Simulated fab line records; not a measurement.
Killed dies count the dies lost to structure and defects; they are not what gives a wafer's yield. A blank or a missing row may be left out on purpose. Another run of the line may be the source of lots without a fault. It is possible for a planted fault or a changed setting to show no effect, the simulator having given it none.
A lot that was struck, set against a sound lot ; flow sky130 ; 32 out of 708 route steps
Sound: the wafers L328.2, L328.5, L328.6. The struck wafers were L337.1, L337.3, L337.4. At the end, the cause is stated.
Per side, at each step with rows, come the tool, then ch with its chambers, and then its first start. Under that, the readings that differ: sound wafers ; struck wafers ; difference of the means ; sigmas: that difference in standard deviations of wafers without a fault.
alike: a reading whose means differ by less than 2 such deviations, as well as words and numbers matching on both sides. not compared: withheld readings; readings where some wafer has no value; bounds like >300 that might hide an equal value; numbers whose values overlap and for which the record gives no deviation.
The two part at a step that has a row with sigmas, a row that says differs or no value, or rows on one side only. Numbers that don't overlap but have no deviation are shown without sigmas and don't part them. A reading missing from all wafers of one side parts the sides only when that side holds two or more wafers.

SKY_PWDE_OVL_MEAS_07:
  sound on overlay-01, day 4 10:02; struck on overlay-02, day 6 09:03
  alike: PWDE_OVL
after that, 1 step had no rows for these wafers: SKY_PWDE_IMPLANT_08.
SKY_PWDE_STRIP_09: strips in O2/N2.
  sound on plasma_asher-03 ch 0,1, day 4 10:13; struck on plasma_asher-03 ch 0,1, day 6 09:14
  alike: drypump_motor_current_A, oes_product_au, strip_time_to_endpoint_s
  not compared: rf_hours_counter_h
SKY_PWDE_TW_MEAS_10:
  sound on film_metro-02, day 4 10:19; struck on film_metro-04, day 6 09:20
  alike: PWDE_TW
then, 7 steps without rows for these wafers: SKY_NWELL_DEHYDRATE_03 (time 60 s); SKY_NWELL_HMDS_04 (prime time 60 s); SKY_NWELL_COAT_05 (resist thk 3000 nm); SKY_NWELL_SOFTBAKE_06; SKY_NWELL_EXPOSE_07 (exposes mask NWM, target cd 840 nm); SKY_NWELL_PEB_08; SKY_NWELL_DEVELOP_09 (develop time 60 s).
SKY_NWELL_OVL_MEAS_10:
  sound on overlay-02, day 5 03:08; struck on overlay-01, day 7 04:55
  alike: NWELL_00_OVL
SKY_NWELL_IMPLANT_11:
  sound on implanter-01 ch 0, day 5 03:11; struck on implanter-02 ch 0, day 7 04:58
reading;sound;struck;difference;sigmas
beam_energy_keV;400.17 400.11 400.06;377.08 377.05 377.04;-23.06;-99 or more
model.implant.rp_nm (nm);482.4 482.4 482.4;483.7 483.7 483.7;+1.3;
model.implant.drp_nm (nm);116.9 116.9 116.9;113.2 113.2 113.2;-3.7;
then, 2 steps without rows for these wafers: SKY_NWELL_IMPLANT_12; SKY_NWELL_IMPLANT_13.
SKY_NWELL_STRIP_14: strips in O2/N2.
  sound on plasma_asher-02 ch 0,1, day 5 03:37; struck on plasma_asher-02 ch 0,1, day 7 05:25
reading;sound;struck;difference;sigmas
strip_time_to_endpoint_s (s);36.75 36.80 36.68;37.00 36.99 37.12;+0.29;+3
  alike: drypump_motor_current_A, oes_product_au
  not compared: rf_hours_counter_h
SKY_NWELL_TW_MEAS_15:
  sound on film_metro-02, day 5 03:43; struck on film_metro-02, day 7 05:31
  alike: NWELL_TW
then, 7 steps without rows for these wafers: SKY_NWELL_DEHYDRATE_16 (time 60 s); SKY_NWELL_HMDS_17 (prime time 60 s); SKY_NWELL_COAT_18 (resist thk 3000 nm); SKY_NWELL_SOFTBAKE_19; SKY_NWELL_EXPOSE_20 (exposes mask NWM COMPLEMENT, target cd 840 nm); SKY_NWELL_PEB_21; SKY_NWELL_DEVELOP_22 (develop time 60 s).
SKY_NWELL_OVL_MEAS_23:
  sound on overlay-01, day 5 21:41; struck on overlay-01, day 8 02:07
  alike: NWELL_01_OVL
after that, 1 step had no rows for these wafers: SKY_NWELL_IMPLANT_24.
SKY_NWELL_STRIP_25: strips in O2/N2.
  sound on plasma_asher-02 ch 0,1, day 5 21:52; struck on plasma_asher-01 ch 0,1, day 8 02:18
  alike: drypump_motor_current_A, oes_product_au, strip_time_to_endpoint_s
  not compared: rf_hours_counter_h
SKY_NWELL_TW_MEAS_26:
  sound on film_metro-02, day 5 21:58; struck on film_metro-04, day 8 02:24
  alike: NWELL_2_TW
then, 1 step without rows for these wafers: SKY_NWELL_CLEAN_27 (cleans in SC1/SC2, time 150 s).
SKY_NWELL_RTA_28: time 30 s.
  sound on rtp_anneal-02 ch 0, day 5 22:05; struck on rtp_anneal-02 ch 0, day 8 02:31
  alike: anneal_temp_c_max, lamp_power_pct, wafer_temp_C_max
SKY_NWELL_RS_MEAS_29: measures by four-point-probe.
  sound on film_metro-04, day 5 22:11; struck on film_metro-02, day 8 02:58
reading;sound;struck;difference;sigmas
NWELL_RS (ohm/sq);623.9 622.4 621.2;631.4 631.5 632.0;+9.1;+5
  not compared: hold
-- the record jumps here: 41 days lie between the struck wafers' starts before and after (it left off in module NWELL and takes up again in module PAD_OPEN, whose first step shown is number 708 of the route) --
SKY_PAD_OPEN_PROBE_99:
  sound on prober-02, day 46 09:23; struck on prober-02, day 48 19:58
reading;sound;struck;difference;sigmas
model.etest.nfet_16v.r_on_ohm_um;1.414e+04 1.415e+04 1.422e+04;1.407e+04 1.41e+04 1.405e+04;-9.667e+01;
model.etest.res_nwell.rs_ohm_sq;965.4 977.5 966.7;983.2 990.6 979.4;+14.5;
model.etest.tip_p_5v.rs_ohm_sq;2859 2884 2864;2898 2909 2900;+33;
model.etest.pfet_g5v0d10v5.off_log10_a_um;-12.75 -12.56 -12.58;-13 -12.85 -12.91;+0;
  alike: killed_at_M0_to_M3, killed_at_M4_up, killed_at_contacts, killed_at_front_end, killed_at_other, killed_dies, killed_open, killed_short
  not compared: model.etest.res_nwell.line_ohm_um, model.etest.pfet_01v8_lvt.drive_ua_um, model.etest.field_p.vt_v, model.etest.iso_nwell_nwell.leak_log10_a_um

WHERE THEY PART
First at SKY_NWELL_IMPLANT_11; last, within this record, at SKY_NWELL_RS_MEAS_29. Later steps at which nothing parts them and some readings are alike: SKY_PAD_OPEN_PROBE_99.

WHY: whatever the simulator had introduced
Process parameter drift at SKY_NWELL_IMPLANT_11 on implanter-02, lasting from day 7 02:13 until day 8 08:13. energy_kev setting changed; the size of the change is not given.
